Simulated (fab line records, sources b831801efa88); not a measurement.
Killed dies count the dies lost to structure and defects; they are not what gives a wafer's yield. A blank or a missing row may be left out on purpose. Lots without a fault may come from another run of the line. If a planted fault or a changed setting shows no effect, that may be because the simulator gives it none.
A struck lot beside a sound one + flow sfq line + 26 out of 325 route steps
Sound: the wafers L251.2, L251.4, L251.6. Struck: wafer L256.4 (left out: L256.1, L256.3 of the same lot, which were not struck); the cause appears at the end.
For every step that has rows: the tool of each side, followed by ch and its chambers, followed by its first start. Under that, the readings that differ: sound wafers + struck wafers + difference of the means + sigmas: that difference in standard deviations of wafers without a fault.
alike: readings with means less than 2 such deviations apart, plus words and numbers identical on both sides. not compared: withheld readings, readings lacking a value on some wafer, bounds such as >300 that could conceal the same value, and numbers that have no deviation in the record and whose values overlap.
The two part at a step that has a row with sigmas, a row that says differs or no value, or rows on one side only. When numbers do not overlap yet have no deviation, they are printed without sigmas and do not part them. A reading missing from all wafers of one side parts the sides only when that side holds two or more wafers.

SFQ_L0_RS_MEAS_901: uses a four-point probe to measure.
  sound: film metro-02 at day 2 03:35; struck: film metro-02 at day 3 04:34
  alike: L0_MONX_KI_RS
SFQ_L0_THK_MEAS_902: measures by xrf.
  sound: film metro-02 at day 2 03:41; struck: film metro-02 at day 3 04:41
  alike: L0_MONX_KI_THK
then, 6 steps without rows for these wafers: SFQ_TRILAYER_L0_LITHO_COAT_010 (resist thk 62 nm); SFQ_TRILAYER_L0_LITHO_COAT_005 (resist thk 600 nm); SFQ_TRILAYER_L0_LITHO_SOFTBAKE_009; SFQ_TRILAYER_L0_LITHO_EXPOSE_006 (exposes mask L0, target cd 2000 nm); SFQ_TRILAYER_L0_LITHO_PEB_008 (peb time 60 s); SFQ_TRILAYER_L0_LITHO_DEVELOP_007 (time 60 s).
-- the record jumps here: 3 days lie between the struck wafers' starts before and after --
SFQ_TRILAYER_L0_BARC_OPEN_METAL_ETCH_010: etches BARC in O2, target depth 125 nm, time 41.7 s.
  sound on rie metal-03 ch 1, day 5 02:12; struck on rie metal-02 ch 1, day 6 06:59
| reading            | sound       | struck | difference | sigmas |
|--------------------|-------------|--------|------------|--------|
| rf fwd power W (W) | 587 589 588 | 598    | +10        | +3     |
  alike: bias w, drypump motor current A, he backside leak sccm, oes product au
  not compared: rf hours counter h
SFQ_TRILAYER_L0_ETCH_METAL_ETCH_008: etches MoNx KI in SF6/O2, stops on SiO2, target depth 50 nm, time 25 s.
  sound on rie metal-03 ch 1, day 5 02:19; struck on rie metal-02 ch 1, day 6 07:02
| reading            | sound       | struck | difference | sigmas |
|--------------------|-------------|--------|------------|--------|
| rf fwd power W (W) | 584 586 585 | 596    | +11        | +3     |
  alike: bias w, drypump motor current A, he backside leak sccm, oes product au
  not compared: rf hours counter h
then, 2 steps without rows for these wafers: SFQ_TRILAYER_L0_STRIP_STRIP_009 (strips in O2); SFQ_TRILAYER_L0_STRIP_SOLV_CLEAN_010 (cleans in NMP, time 600 s).
SFQ_TRILAYER_L0_CAP_PECVD_011: deposits SiO2 from SiH4/N2O, time 13.333 s, target thk 60 nm.
  sound on pecvd-04 ch 0,2, day 5 03:46; struck on pecvd-03 ch 0, day 6 07:52
| reading                                             | sound            | struck | difference | sigmas |
|-----------------------------------------------------|------------------|--------|------------|--------|
| model.SiO2_of_TRILAYER_L0_CAP_PECVD_011.thk nm (nm) | 58.63 59.7 61.07 | 63.91  | +4.11      |        |
  alike: heater power w, rf fwd power W, throttle valve pct
  not compared: since wet clean h
then, 6 steps without rows for these wafers: SFQ_TRILAYER_L0_VIA_LITHO_COAT_018 (resist thk 62 nm); SFQ_TRILAYER_L0_VIA_LITHO_COAT_013 (resist thk 650 nm); SFQ_TRILAYER_L0_VIA_LITHO_SOFTBAKE_017; SFQ_TRILAYER_L0_VIA_LITHO_EXPOSE_014 (exposes mask L0V, target cd 700 nm); SFQ_TRILAYER_L0_VIA_LITHO_PEB_016 (peb time 60 s); SFQ_TRILAYER_L0_VIA_LITHO_DEVELOP_015 (time 60 s).
-- the record jumps here: 4 days lie between the struck wafers' starts before and after --
SFQ_L0V_OVL_MEAS_903:
  sound: overlay-01 at day 8 18:59; struck: overlay-02 at day 10 13:28
  alike: L0V_OVL
SFQ_TRILAYER_L0_VIA_BARC_OPEN_VIA_ETCH_021: etches BARC in O2, target depth 125 nm, time 41.7 s.
  sound on rie diel-01 ch 0,1,3, day 8 19:01; struck on rie diel-02 ch 0, day 10 13:29
  alike: bias w, drypump motor current A, oes product au, rf fwd power W
  not compared: rf hours counter h
SFQ_TRILAYER_L0_VIA_ETCH_VIA_ETCH_016: etches SiO2 in CHF3, stops on MoNx KI, target depth 80 nm.
  sound on rie diel-01 ch 0,1,3, day 8 19:04; struck on rie diel-02 ch 0, day 10 13:32
| reading                         | sound             | struck | difference | sigmas |
|---------------------------------|-------------------|--------|------------|--------|
| oes product au (a.u.)           | 0.831 0.845 0.852 | 0.873  | +0.030     | +4     |
| model.L0V.feature depth nm (nm) | 58.63 59.7 61.07  | 63.91  | +4.11      |        |
| model.etch.depth nm (nm)        | 58.63 59.7 61.07  | 63.91  | +4.11      |        |
  alike: bias w, drypump motor current A, rf fwd power W
SFQ_TRILAYER_L0_VIA_STRIP_STRIP_017: strips in O2.
  sound on rie metal-04 ch 0,1, day 8 19:06; struck on rie metal-01 ch 0, day 10 13:35
  alike: drypump motor current A, he backside leak sccm, oes product au
  not compared: rf hours counter h
then, 1 step without rows for these wafers: SFQ_TRILAYER_L0_VIA_STRIP_SOLV_CLEAN_018 (cleans in NMP, time 600 s).
SFQ_TRILAYER_M0_DEP_PRE_CLEAN_020: time 15 s.
  sound: pvd sputter-03 at day 8 19:53; struck: pvd sputter-06 at day 10 14:21
| reading                                             | sound            | struck | difference | sigmas |
|-----------------------------------------------------|------------------|--------|------------|--------|
| model.SiO2_of_TRILAYER_L0_CAP_PECVD_011.thk nm (nm) | 53.63 54.7 56.07 | 58.91  | +4.11      |        |
SFQ_TRILAYER_M0_DEP_SPUTTER_019: material Nb, target thk 200 nm, time 133.3 s.
  sound: pvd sputter-03 at day 8 19:54; struck: pvd sputter-06 at day 10 14:23
  alike: throttle valve pct

== WHERE THEY PART ==
Last at SFQ_TRILAYER_L0_VIA_ETCH_VIA_ETCH_016 as far as this record goes, first at SFQ_TRILAYER_L0_BARC_OPEN_METAL_ETCH_010. Later steps at which nothing parts them and some readings are alike: SFQ_TRILAYER_L0_VIA_STRIP_STRIP_017, SFQ_TRILAYER_M0_DEP_SPUTTER_019.

WHY: the cause the simulator had injected
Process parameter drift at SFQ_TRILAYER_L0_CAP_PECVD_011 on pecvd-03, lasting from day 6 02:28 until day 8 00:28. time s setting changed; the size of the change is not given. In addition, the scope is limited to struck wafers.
